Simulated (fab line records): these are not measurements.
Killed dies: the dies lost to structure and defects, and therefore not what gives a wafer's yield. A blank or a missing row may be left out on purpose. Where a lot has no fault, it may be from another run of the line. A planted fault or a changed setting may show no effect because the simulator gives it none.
Commonality check across tools | flow sfqLine | Sampled: 15 lots, 54 wafers

REASON FOR OPENING
At SFQ_M0_RS_MEAS_904 the reading M0_NB_RS is flagged on 3 of 15 lots. Fault-free wafers read 0.911 ohm/sq, with a standard deviation of 0.0088.
Rule: flag the lot when none of its wafers has a number, or when each of its wafers that has one lies beyond 4 standard deviations from that mean. The other lots count as sound.

lot  | measured     | on           | M0_NB_RS (ohm/sq), wafer by wafer   | flag
L930 | day 5 06:55  | filmMetro-01 | 0.927 0.928 0.929                   | 
L931 | day 5 14:08  | filmMetro-02 | 0.906 0.901 0.899                   | 
L932 | day 5 18:56  | filmMetro-04 | 0.910 0.910 0.905                   | 
L933 | day 6 02:05  | filmMetro-04 | 0.902 0.912 0.913                   | 
L934 | day 6 06:56  | filmMetro-02 | 0.909 0.909 0.914                   | 
L936 | day 7 01:11  | filmMetro-04 | 0.908 0.904 0.913                   | 
L937 | day 7 07:59  | filmMetro-02 | 1.027 1.011 1.017 1.026 1.013 1.018 | FLAGGED
L938 | day 7 12:43  | filmMetro-01 | 1.018 1.023 1.021 1.018 1.022 1.018 | FLAGGED
L939 | day 7 21:07  | filmMetro-01 | 1.027 1.020 1.010 1.026 1.024 1.010 | FLAGGED
L940 | day 8 01:59  | filmMetro-04 | 0.920 0.918 0.925                   | 
L945 | day 9 05:32  | filmMetro-01 | 0.925 0.916 0.923                   | 
L949 | day 10 07:56 | filmMetro-04 | 0.903 0.898 0.902                   | 
L951 | day 10 16:08 | filmMetro-04 | 0.923 0.922 0.927                   | 
L952 | day 11 01:43 | filmMetro-02 | 0.910 0.898 0.902                   | 
L953 | day 11 04:34 | filmMetro-01 | 0.907 0.911 0.906                   | 
On average the flagged lots' numbers are 1.019 ohm/sq, which is +0.108 ohm/sq against the usual, or +12 standard deviations.

LOT BY LOT: THE TOOL USED
The record keeps 1 process step preceding the reading, out of 325 steps on the route. In each cell: the tool, then ch and the chambers that the sampled wafers went through, then the start.
lot  | flag    | SFQ_TRILAYER_M0_DEP_SPUTTER_019
L930 |         | pvdSputter-05, day 5 06:48
L931 |         | pvdSputter-03, day 5 14:00
L932 |         | pvdSputter-04, day 5 18:48
L933 |         | pvdSputter-03, day 6 02:00
L934 |         | pvdSputter-05, day 6 06:49
L936 |         | pvdSputter-05, day 7 01:05
L937 | FLAGGED | pvdSputter-05, day 7 07:50
L938 | FLAGGED | pvdSputter-05, day 7 12:38
L939 | FLAGGED | pvdSputter-05, day 7 21:02
L940 |         | pvdSputter-03, day 8 01:51
L945 |         | pvdSputter-03, day 9 05:26
L949 |         | pvdSputter-03, day 10 07:50
L951 |         | pvdSputter-04, day 10 16:02
L952 |         | pvdSputter-05, day 11 01:38
L953 |         | pvdSputter-03, day 11 04:28
What the steps here do:
- SFQ_TRILAYER_M0_DEP_SPUTTER_019: material Nb, target thk 200 nm, time 133.3 s.
- SFQ_M0_RS_MEAS_904: measures by four-point-probe.

FLAGGED AGAINST TOTAL, ONE TOOL AT A TIME (gauges that did the reading follow at the end)
step                            | tool          | lots run | flagged | share of the flagged lots | sound lots run after its first flagged lot
SFQ_TRILAYER_M0_DEP_SPUTTER_019 | pvdSputter-03 | 6        | 0       | none                      | -
SFQ_TRILAYER_M0_DEP_SPUTTER_019 | pvdSputter-04 | 2        | 0       | none                      | -
SFQ_TRILAYER_M0_DEP_SPUTTER_019 | pvdSputter-05 | 7        | 3       | all                       | 1 (L952)
SFQ_M0_RS_MEAS_904              | filmMetro-01  | 5        | 2       | some                      | 2 (L945,L953)
SFQ_M0_RS_MEAS_904              | filmMetro-02  | 4        | 1       | some                      | 1 (L952)
SFQ_M0_RS_MEAS_904              | filmMetro-04  | 6        | 0       | none                      | -

WHAT THE TABLE ALLOWS
In the table, 1 row covers all flagged lots: pvdSputter-05 at SFQ_TRILAYER_M0_DEP_SPUTTER_019.
- pvdSputter-05 at SFQ_TRILAYER_M0_DEP_SPUTTER_019: 3 of its 7 lots flagged. Sound lots followed the first flagged one (L952) on it, something a lasting fault affecting the whole tool could not allow.
None of the table's rows ran every flagged lot and, after the first, no sound lot.

WHAT HAD BEEN PUT IN BY THE SIMULATOR
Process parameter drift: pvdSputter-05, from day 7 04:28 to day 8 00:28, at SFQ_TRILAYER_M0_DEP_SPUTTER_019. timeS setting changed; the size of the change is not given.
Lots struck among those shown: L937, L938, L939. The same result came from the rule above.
